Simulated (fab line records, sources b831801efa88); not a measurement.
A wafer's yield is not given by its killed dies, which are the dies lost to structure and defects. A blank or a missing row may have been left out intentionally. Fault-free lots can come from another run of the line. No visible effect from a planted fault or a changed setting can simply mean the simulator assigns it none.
8D (eight disciplines) problem report, filled in by code -- flow sky130 -- the parts of the form that need people (team, actions taken, sign-off) are left out

1. WHAT WENT WRONG
At SKY_POLY_GATE_CD_MEAS_13, cd_nm averages 128.9 nm over 2 wafers from 2 lots, while fault-free wafers read 149.7 nm, standard deviation 1.3. Measured from the usual mean, that is -16 standard deviations.
The step: target cd 150 nm.
First observed at day 21 21:42: wafer L463.1, on cd_sem-01. The record holds 37 wafers of 13 lots with a number at this step. Rule for "out", or "out of limits": more than 4 standard deviations from the usual mean. Any other wafer with a number is counted as sound.

2. WHAT THIS IS AND IS NOT
question,is,is not
which readings at this step,cd_nm,-
which lots,"L463, L465","L450, L451, L452, L453, L454, L456, L457, L459, L461, L471, L472"
which wafers of those lots,"L463.1, L465.3","L463.6, L465.6"
read on which gauges,"cd_sem-01, cd_sem-02",-
when,from day 21 21:42,"up to then (28 sound wafers); but 7 sound wafers of L465, L471, L472 came after"

3. THE SUSPECTS, EACH WITH WHAT RULES IT OUT
Counting: any tool at a process step up to the reading remains a suspect provided it ran every lot that is out. Sound lots after the first of them don't rule it out here, since some wafers of a struck lot are sound.
- the gauge at SKY_POLY_GATE_CD_MEAS_13: ruled out. The wafers that are out were read on 2 gauges (cd_sem-01, cd_sem-02).
- krf_scanner-02 at SKY_POLY_GATE_EXPOSE_10 (exposes mask P1M, target cd 150 nm): kept. It ran every lot that is out, first L463 (day 21 06:16); its last sound lot up to then is L461 (day 20 11:36).
Left after counting: krf_scanner-02 at SKY_POLY_GATE_EXPOSE_10.

4. THE CAUSE (what the simulator had put in)
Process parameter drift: krf_scanner-02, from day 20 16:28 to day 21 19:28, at SKY_POLY_GATE_EXPOSE_10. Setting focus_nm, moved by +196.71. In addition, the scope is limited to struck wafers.
Only this tool survived the counting.

5. THE EFFECT CHAIN, in route order
One row per reading whose mean, taken over the struck wafers that have a number, lies over 3 standard deviations from the usual. Only readings for which the record gives a usual standard deviation are gone through. hours: the time from each lot's start at the first step in this table that gives one to its start at this step, as a median over the lots. sigmas: the change in usual standard deviations.
hours,step,reading,usual,on struck wafers,change,sigmas
0,SKY_POLY_GATE_CD_MEAS_13,cd_nm,149.7 nm,128.9,-20.8,-16
660,SKY_PAD_OPEN_PROBE_99,killed_at_front_end,15,58,+42,+9.4
660,SKY_PAD_OPEN_PROBE_99,killed_dies,86,135,+49,+5.6
Here are the process steps it includes:
- SKY_PAD_OPEN_PROBE_99

6. WHAT WOULD HAVE CAUGHT IT SOONER
29 hours passed between the start of the fault at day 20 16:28 and the first reading out of limits at a measuring or inspecting step in this record, taken at day 21 21:42.
Of the tool readings at SKY_POLY_GATE_EXPOSE_10 for which the record gives a usual standard deviation, none was out on any struck wafer, so an alarm limit of 4 standard deviations on them would not have fired.
All the lots that are out (2) had begun SKY_POLY_GATE_EXPOSE_10 on krf_scanner-02 by day 21 21:42. A hold on the tool at that time would have spared none of them.
